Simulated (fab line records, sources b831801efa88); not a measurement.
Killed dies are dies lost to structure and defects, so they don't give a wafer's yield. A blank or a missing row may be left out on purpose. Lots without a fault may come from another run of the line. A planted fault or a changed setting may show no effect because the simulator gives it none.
A struck lot beside a sound one | flow sky130 | 17 steps out of a route of 708
Sound: wafers L846.4, L846.5, L846.6. Struck: wafers L853.2, L853.4, L853.5. The cause comes at the end.
At each step with rows: each side's tool, then ch and its chambers, then its first start. Under that, the readings that differ: sound wafers | struck wafers | difference of the means | sigmas: that difference in standard deviations of wafers without a fault.
alike: readings whose means differ by less than 2 such deviations, and words and numbers that are the same on both sides. not compared: withheld readings, readings that some wafer has no value for, bounds like >300 that may hide the same value, and numbers for which the record gives no deviation and whose values overlap.
The two part at a step that has a row with sigmas, a row that says differs or no value, or rows on one side only. Numbers that don't overlap but have no deviation are shown without sigmas and don't part them. A reading that every wafer of one side lacks parts them only if that side has two wafers or more.

SKY_CONTACT_BOW_MEAS_05:
  sound on film_metro-03, day 31 14:09; struck on film_metro-02, day 33 07:20
  reading          | sound    | struck   | difference | sigmas
  CONTACT_BOW (um) | 95 84 83 | 66 67 72 | -19        | -3
then, 8 steps without rows for these wafers: SKY_CONTACT_DEHYDRATE_06 (time 60 s); SKY_CONTACT_HMDS_07 (prime time 60 s); SKY_CONTACT_COAT_08 (resist thk 60 nm); SKY_CONTACT_COAT_09 (resist thk 450 nm); SKY_CONTACT_SOFTBAKE_10 (time 90 s); SKY_CONTACT_EXPOSE_11 (exposes mask CTM1, target cd 170 nm); SKY_CONTACT_PEB_12; SKY_CONTACT_DEVELOP_13 (develop time 60.94 s).
SKY_CONTACT_CD_MEAS_14: target cd 170 nm.
  sound on cd_sem-02, day 32 17:44; struck on cd_sem-02, day 34 09:38
  alike: cd_nm
SKY_CONTACT_OVL_MEAS_15:
  sound on overlay-01, day 32 17:49; struck on overlay-02, day 34 09:44
  alike: CONTACT_OVL
SKY_CONTACT_ETCH_16: etches BARC in N2/H2, stops on SiO2, time 45.9 s, target depth 60 nm.
  sound on rie_diel-01 ch 0,2,3, day 32 17:52; struck on rie_diel-01 ch 1,3, day 34 09:46
  alike: bias_w, chamber_pressure_mTorr, drypump_motor_current_A, oes_product_au, throttle_valve_pct
  not compared: rf_hours_counter_h
SKY_CONTACT_ETCH_17: etches SiO2 in C4F8/O2/Ar, stops on Si3N4, target depth 340 nm.
  sound on rie_diel-01 ch 0,2,3, day 32 17:55; struck on rie_diel-01 ch 1,3, day 34 09:49
  no value came back on the struck wafers for bias_w (W), chamber_pressure_mTorr (mTorr), oes_product_au (a.u.); on the sound wafers bias_w (W) reads 1201 1203 1209
  reading                                        | sound             | struck            | difference | sigmas
  model.KrF-thick_of_CONTACT_COAT_09.thk_nm (nm) | 329.3 328.3 326.6 | 391.2 392.5 392.2 | +63.9      |
SKY_CONTACT_ETCH_18: etches Si3N4 in CHF3/O2, stops on TiN, time 39 s, target depth 75 nm.
  sound on rie_diel-01 ch 0,2,3; struck on rie_diel-01 ch 1,3
  reading                                        | sound             | struck            | difference | sigmas
  oes_product_au (a.u.)                          | 0.869 0.864 0.863 | 0.373 0.373 0.369 | -0.494     | -67
  throttle_valve_pct (%)                         | 8.807 8.796 8.803 | 8.672 8.670 8.686 | -0.126     | -13
  model.KrF-thick_of_CONTACT_COAT_09.thk_nm (nm) | 243.7 243.3 239.4 | 306.2 308.6 307.5 | +65.3      |
  alike: O2_flow_sccm, bias_w, drypump_motor_current_A
  not compared: rf_hours_counter_h
SKY_CONTACT_STRIP_19: strips in O2/N2.
  sound on plasma_asher-04 ch 0,1, day 32 18:01; struck on plasma_asher-04 ch 0, day 34 09:55
  reading                      | sound             | struck            | difference | sigmas
  oes_product_au (a.u.)        | 0.377 0.381 0.377 | 0.404 0.404 0.410 | +0.028     | +6
  strip_time_to_endpoint_s (s) | 3.625 3.620 3.572 | 4.284 4.292 4.304 | +0.688     | +31
  alike: drypump_motor_current_A
  not compared: rf_hours_counter_h
then, 1 step without rows for these wafers: SKY_CONTACT_STRIP_20 (strips in post etch residue remover, time 1200 s).
-- the record jumps here: 14 days lie between the struck wafers' starts before and after (it left off in module CONTACT and takes up again in module PAD_OPEN, whose first step shown is number 708 of the route) --
SKY_PAD_OPEN_PROBE_99:
  the record has rows for the struck wafers here (prober-01, day 47 22:05) and none for the sound ones

WHERE THEY PART
First at SKY_CONTACT_BOW_MEAS_05; last, within this record, at SKY_PAD_OPEN_PROBE_99.

WHY: what the simulator had put in
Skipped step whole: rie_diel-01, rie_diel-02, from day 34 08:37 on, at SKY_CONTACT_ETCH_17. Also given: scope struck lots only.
